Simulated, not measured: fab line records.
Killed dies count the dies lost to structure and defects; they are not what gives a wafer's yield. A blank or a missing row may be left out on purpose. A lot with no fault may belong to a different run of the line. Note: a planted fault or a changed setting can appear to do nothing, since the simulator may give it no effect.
Which tool did it?	flow gf180mcu	11 lots, 33 wafers sampled, at 2 steps of a route of 602

WHAT THE GAUGES SHOWED, per wafer
GF_M4_OVL_MEAS_15.
lot	measured	on	M4_OVL (nm)
L112	day 23 11:10	overlay-01	9 12 16
L114	day 24 03:16	overlay-01	14 13 13
L116	day 24 14:31	overlay-01	12 6 11
L118	day 25 07:05	overlay-02	12 7 6
L120	day 26 01:23	overlay-01	8 6 5
L127	day 28 14:09	overlay-02	17 12 8
L128	day 28 18:50	overlay-02	4 -3 5
L133	day 29 23:45	overlay-01	17 13 8
L132	day 30 00:35	overlay-02	2 4 4
L134	day 30 09:40	overlay-01	-1 4 -1
L135	day 30 16:23	overlay-02	8 8 5

TOOL THAT RAN EACH LOT (tool first, then ch and the chambers of the sampled wafers, then the start)
lot	GF_M4_SPUTTER_02
L112	pvd_sputter-04, day 22 12:26
L114	pvd_sputter-04, day 23 04:41
L116	pvd_sputter-04, day 23 15:47
L118	pvd_sputter-04, day 24 08:45
L120	pvd_sputter-02, day 25 03:08
L127	pvd_sputter-04, day 27 18:31
L128	pvd_sputter-04, day 27 22:37
L133	pvd_sputter-04, day 29 05:03
L132	pvd_sputter-01, day 29 05:23
L134	pvd_sputter-04, day 29 15:39
L135	pvd_sputter-01, day 29 21:19
- GF_M4_SPUTTER_02: material AlCu, target thk 450 nm, time 23.9 s.

THE ANSWER, worked out from the rows above alone
Rule: what is usual is taken from the lots themselves. Put in order of their means at a reading, lots are off if they are a third of the lots or fewer, leave a main group of 4 or more, and stand apart from it by a gap of 3 or more times the standard deviation of the main group's means; of several such gaps the widest counts. If all means in a main group match to the digits the tables above print for the reading, that group is not used. Also off: a lot with no number at a reading for which 4 or more lots have one. The other lots that the step has rows for count as sound.
None of the lots is off at any reading shown; this tells nothing.

WHAT THE SIMULATOR HAD INSERTED
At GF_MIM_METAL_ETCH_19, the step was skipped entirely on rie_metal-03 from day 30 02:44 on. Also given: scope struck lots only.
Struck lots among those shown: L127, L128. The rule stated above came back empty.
